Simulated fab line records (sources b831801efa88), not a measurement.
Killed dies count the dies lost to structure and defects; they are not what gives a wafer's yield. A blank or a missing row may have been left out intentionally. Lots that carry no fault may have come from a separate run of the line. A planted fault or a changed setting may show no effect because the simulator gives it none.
One fault through the eyes of 2 desks | flow sky130 | each desk has only its own numbers; what lay behind them comes last

## THE METROLOGY DESK
What the gauges read for every lot (on any tool): the sampled wafers with a number, averaged. A lot is out of limits, marked OUT, if its mean lies more than 4 standard deviations from the usual mean; the brackets give that distance.
Columns: A = RES_XHIGH_TW at SKY_RES_XHIGH_TW_MEAS_09, usual 1654; B = cd nm at SKY_SD_N_CD_MEAS_07, usual 379.6 nm; C = SD_N_OVL at SKY_SD_N_OVL_MEAS_08, usual 1.2 nm; D = SD_N_TW at SKY_SD_N_TW_MEAS_12, usual 3999
lot  | first seen here | A    | B     | C    | D
L230 | day 28 04:11    | 1640 | 375.8 | 0.5  | 4052
L235 | day 29 22:22    | 1642 | 383.9 | 1.9  | 3980
L242 | day 32 04:02    | 1652 | 376.9 | -1.0 | 3910
L247 | day 34 09:36    | 1667 | 378.5 | 0.7  | 3999
L249 | day 35 02:47    | 1666 | 379.3 | 1.2  | 4071
Finding of this desk: none of the 5 lots has anything out of limits.

## DESK OF THE TOOL OWNER: plasma asher-02
The tool's own readings at SKY_SD_N_STRIP_11 (strips in O2/N2): means of the sampled wafers that have a number, for each lot that ran on this tool. A lot is out of limits, marked OUT, if its mean lies more than 4 standard deviations from the usual mean; the brackets give that distance.
Columns: A = drypump motor current A at SKY_SD_N_STRIP_11, usual 5.8 A; B = n2 flow sccm at SKY_SD_N_STRIP_11, usual 299.9 sccm; C = oes product au at SKY_SD_N_STRIP_11, usual 0.528 a.u.; D = strip time to endpoint s at SKY_SD_N_STRIP_11, usual 22.55 s
lot  | first seen here | A   | B     | C               | D
L230 | day 29 08:56    | 5.7 | 298.7 | 0.526           | 22.57
L242 | day 33 07:40    | 5.7 | 300.3 | 0.289 (-52) OUT | -
This desk's verdict: out of limits on L242, starting with L242 at day 33 07:40 (oes product au at SKY_SD_N_STRIP_11). Within limits: L230.

## ALL TOGETHER
An alarm could have come from the tool owner's desk at day 33 07:40, on L242.
The metrology desk saw nothing out of limits.
The metrology desk holds a record of L242, inside its limits.
All the named lots went through SKY_SD_N_STRIP_11 on plasma asher-02.

## WHAT THE SIMULATOR HAD PUT IN
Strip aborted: plasma asher-02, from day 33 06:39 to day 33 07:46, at SKY_SD_N_STRIP_11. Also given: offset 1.
Shown lots that were struck: L242.
Delay in hours, fault start to first out-of-limits reading, by desk: the tool owner's desk at 1.
